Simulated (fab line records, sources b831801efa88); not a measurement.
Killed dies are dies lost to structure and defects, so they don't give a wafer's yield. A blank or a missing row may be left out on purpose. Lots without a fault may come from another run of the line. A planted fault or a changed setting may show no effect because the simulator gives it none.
Which tool did it? | flow gf180mcu | 14 lots, 42 wafers sampled, at 5 steps of a route of 602

WHAT THE GAUGES READ, wafer by wafer
GF_VT_IMPLANT_RS_MEAS_49: measures by four-point-probe. Usual: MVPSD_RS 1170.7 ohm/sq, standard deviation 2.6.
lot  | measured     | on            | MVPSD_RS (ohm/sq)    | flag
L986 | day 7 13:55  | film_metro-02 | 1168.6 1171.6 1171.0 |
L987 | day 7 22:46  | film_metro-01 | 1166.2 1163.5 1167.8 |
L988 | day 8 03:23  | film_metro-02 | 1178.6 1174.2 1173.4 |
L989 | day 8 10:22  | film_metro-04 | 1173.4 1175.2 1173.0 |
L990 | day 8 17:50  | film_metro-01 | 1169.7 1170.8 1170.1 |
L991 | day 9 01:12  | film_metro-04 | 1179.1 1176.2 1178.9 |
L997 | day 10 14:53 | film_metro-01 | 1177.3 1178.9 1177.1 |
L100 | day 11 12:06 | film_metro-02 | 1172.0 1167.4 1174.9 |
L101 | day 11 17:23 | film_metro-04 | 1165.0 1171.2 1165.1 |
L104 | day 12 21:57 | film_metro-01 | 1171.2 1169.1 1172.5 |
L106 | day 13 04:11 | film_metro-01 | 1174.5 1173.6 1169.1 |
L107 | day 13 10:46 | film_metro-02 | 1170.1 1168.5 1168.0 |
L108 | day 13 19:22 | film_metro-04 | 1169.0 1169.4 1170.4 |
L109 | day 14 01:44 | film_metro-01 | 1169.3 1171.9 1172.9 |

GF_V3_THK_MEAS_01. Usual: V3_CVD_00_THK 603 nm, standard deviation 6.1.
lot  | measured     | on            | V3_CVD_00_THK (nm) | flag
L986 | day 21 10:31 | film_metro-03 | 603 609 608        |
L987 | day 21 18:02 | film_metro-01 | 610 614 610        |
L988 | day 22 04:03 | film_metro-01 | 599 597 598        |
L989 | day 22 18:26 | film_metro-02 | 614 607 602        |
L990 | day 23 05:07 | film_metro-02 | 601 612 602        |
L991 | day 23 07:52 | film_metro-01 | 597 602 605        |
L997 | day 25 11:23 | film_metro-02 | 607 603 593        |
L100 | day 26 09:51 | film_metro-03 | 597 599 597        |
L101 | day 26 13:32 | film_metro-01 | 609 604 605        |
L104 | day 27 20:37 | film_metro-01 | 593 597 607        |
L106 | day 28 04:18 | film_metro-02 | 606 606 606        |
L107 | day 28 06:34 | film_metro-02 | 596 598 598        |
L108 | day 28 15:50 | film_metro-01 | 611 594 597        |
L109 | day 29 00:27 | film_metro-01 | 595 599 598        |

GF_V3_BOW_MEAS_05. Usual: V3_BOW 115 um, standard deviation 11.
lot  | measured     | on            | V3_BOW (um) | flag
L986 | day 21 11:01 | film_metro-01 | 107 128 114 |
L987 | day 21 18:32 | film_metro-03 | 92 102 110  |
L988 | day 22 04:32 | film_metro-02 | 98 95 95    |
L989 | day 22 18:56 | film_metro-03 | 111 107 99  |
L990 | day 23 05:37 | film_metro-03 | 137 122 118 |
L991 | day 23 08:22 | film_metro-01 | 125 121 114 |
L997 | day 25 11:54 | film_metro-01 | 120 122 132 |
L100 | day 26 10:25 | film_metro-03 | 107 105 108 |
L101 | day 26 14:03 | film_metro-03 | 108 117 102 |
L104 | day 27 21:08 | film_metro-01 | 114 103 99  |
L106 | day 28 04:48 | film_metro-03 | 109 125 100 |
L107 | day 28 07:04 | film_metro-03 | 132 126 135 |
L108 | day 28 16:20 | film_metro-01 | 111 113 114 |
L109 | day 29 00:56 | film_metro-03 | 115 124 112 |

WHICH TOOL RAN EACH LOT (tool, then ch and the chambers of the sampled wafers, then the start)
lot  | GF_MVPSD_IMPLANT_08             | GF_V2_CMP_04
L986 | implanter-04 ch 0, day 5 00:02  | cmp-01 ch 2,3, day 19 07:09
L987 | implanter-04 ch 0, day 5 07:26  | cmp-02 ch 1,2,3, day 19 16:07
L988 | implanter-02 ch 0, day 5 13:40  | cmp-02 ch 0,2,3, day 20 01:48
L989 | implanter-02 ch 0, day 5 18:59  | cmp-01 ch 1,2,3, day 20 16:05
L990 | implanter-04 ch 0, day 6 01:04  | cmp-02 ch 1,2, day 21 04:50
L991 | implanter-02 ch 0, day 6 07:16  | cmp-02 ch 0,2,3, day 21 05:56
L997 | implanter-02 ch 0, day 7 17:36  | cmp-02 ch 2,3, day 23 12:28
L100 | implanter-03 ch 0, day 8 12:17  | cmp-01 ch 2,3, day 24 11:23
L101 | implanter-03 ch 0, day 8 16:46  | cmp-02 ch 2,3, day 24 15:43
L104 | implanter-03 ch 0, day 9 17:39  | cmp-02 ch 0,2,3, day 26 01:59
L106 | implanter-04 ch 0, day 10 00:11 | cmp-02 ch 0,1,2, day 26 08:35
L107 | implanter-03 ch 0, day 10 06:23 | cmp-01 ch 2,3, day 26 11:56
L108 | implanter-02 ch 0, day 10 12:41 | cmp-01 ch 0,2, day 26 22:14
L109 | implanter-03 ch 0, day 10 18:52 | cmp-01 ch 0,1,3, day 27 05:36
- GF_MVPSD_IMPLANT_08
- GF_V2_CMP_04: polishes SiO2.

WHAT THE TOOLS THEMSELVES READ (means of the sampled wafers that have a number; where no wafer has one, the mark that the record gives instead)
GF_V2_CMP_04. Usual: motor_current_A 11.9 A, standard deviation 1.2; slurry_filter_dp_kPa 13.51 kPa, standard deviation 0.13; time_to_endpoint_s 79 s, standard deviation 5.4.
lot  | tool   | motor_current_A (A) | slurry_filter_dp_kPa (kPa) | time_to_endpoint_s (s) | flag
L986 | cmp-01 | 12.8                | 13.54                      | 71                     |
L987 | cmp-02 | 10.8                | 13.47                      | 78                     |
L988 | cmp-02 | 10.4                | 13.51                      | 84                     |
L989 | cmp-01 | 12.8                | 13.41                      | 74                     |
L990 | cmp-02 | 11.2                | 13.41                      | 80                     |
L991 | cmp-02 | 10.9                | 13.44                      | 77                     |
L997 | cmp-02 | 10.3                | 13.59                      | 83                     |
L100 | cmp-01 | 13.0                | 13.46                      | 75                     |
L101 | cmp-02 | 10.4                | 13.58                      | 81                     |
L104 | cmp-02 | 10.8                | 13.58                      | 73                     |
L106 | cmp-02 | 11.2                | 13.50                      | 84                     |
L107 | cmp-01 | 13.2                | 13.50                      | 77                     |
L108 | cmp-01 | 12.8                | 13.60                      | 77                     |
L109 | cmp-01 | 12.9                | 13.46                      | 82                     |

THE ANSWER, worked out from the rows above alone
Rule: a lot is off if the mean of its wafers that have a number lies more than 3 standard deviations from the usual mean. A lot without any number at a reading at which 4 lots or more have one is off too. The other lots that the step has rows for count as sound. The gauges are gone through in route order, then the tools' own readings, and for those a lot's mean is taken as printed above. The first step at which some lot is off is used, and at that step the reading that is off furthest; a lot without a number counts as furthest.
No lot is off at any reading shown: from this, nothing can be told.

WHAT THE SIMULATOR HAD PUT IN
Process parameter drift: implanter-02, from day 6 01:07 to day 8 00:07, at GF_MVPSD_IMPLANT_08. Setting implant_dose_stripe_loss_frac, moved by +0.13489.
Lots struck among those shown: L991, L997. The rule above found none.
